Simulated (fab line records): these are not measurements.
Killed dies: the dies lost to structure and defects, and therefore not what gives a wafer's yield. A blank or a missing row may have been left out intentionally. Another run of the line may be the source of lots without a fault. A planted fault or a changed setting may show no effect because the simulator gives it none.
Which of the tools did it? / flow gf180mcu / Sampling: 7 lots, 21 wafers, 2 of 602 route steps

WHAT EACH GAUGE READ, for each wafer
GF_V3_RS_MEAS_24: measures by four-point-probe.
lot=L573; measured=day 23 02:34; on=filmMetro-02; V3_W_RS (ohm/sq)=0.327 0.325 0.332
lot=L580; measured=day 25 11:04; on=filmMetro-03; V3_W_RS (ohm/sq)=0.325 0.324 0.326
lot=L584; measured=day 26 20:54; on=filmMetro-02; V3_W_RS (ohm/sq)=0.330 0.327 0.324
lot=L587; measured=day 27 16:02; on=filmMetro-03; V3_W_RS (ohm/sq)=0.321 0.316 0.318
lot=L589; measured=day 28 08:55; on=filmMetro-03; V3_W_RS (ohm/sq)=0.319 0.325 0.321
lot=L591; measured=day 28 18:48; on=filmMetro-02; V3_W_RS (ohm/sq)=0.331 0.330 0.331
lot=L594; measured=day 29 18:29; on=filmMetro-03; V3_W_RS (ohm/sq)=0.326 0.321 0.329

EACH LOT AND THE TOOL THAT RAN IT (in order: tool; ch and the chambers of the sampled wafers; start)
lot=L573; GF_V3_SPUTTER_21=pvdSputter-02, day 23 02:17
lot=L580; GF_V3_SPUTTER_21=pvdSputter-03, day 25 10:52
lot=L584; GF_V3_SPUTTER_21=pvdSputter-01, day 26 20:41
lot=L587; GF_V3_SPUTTER_21=pvdSputter-03, day 27 15:50
lot=L589; GF_V3_SPUTTER_21=pvdSputter-02, day 28 08:41
lot=L591; GF_V3_SPUTTER_21=pvdSputter-02, day 28 18:34
lot=L594; GF_V3_SPUTTER_21=pvdSputter-01, day 29 18:16
- GF_V3_SPUTTER_21: material Ti, target thk 15 nm, time 80.02 s.

THE ANSWER, worked out from the rows above alone
Rule: the lots themselves supply what counts as usual. Put in order of their means at a reading, lots are off if they are a third of the lots or fewer, leave a main group of 4 or more, and stand apart from it by a gap of 3 or more times the standard deviation of the main group's means; of several such gaps the widest counts. A main group whose means are all the same, to the digits that the tables above print for the reading, isn't used. A lot without any number at a reading at which 4 lots or more have one is off too. Any other lot the step has rows for is counted as sound.
No lot is off on any of the readings shown, so nothing can be concluded from this.

WHAT HAD BEEN PUT IN BY THE SIMULATOR
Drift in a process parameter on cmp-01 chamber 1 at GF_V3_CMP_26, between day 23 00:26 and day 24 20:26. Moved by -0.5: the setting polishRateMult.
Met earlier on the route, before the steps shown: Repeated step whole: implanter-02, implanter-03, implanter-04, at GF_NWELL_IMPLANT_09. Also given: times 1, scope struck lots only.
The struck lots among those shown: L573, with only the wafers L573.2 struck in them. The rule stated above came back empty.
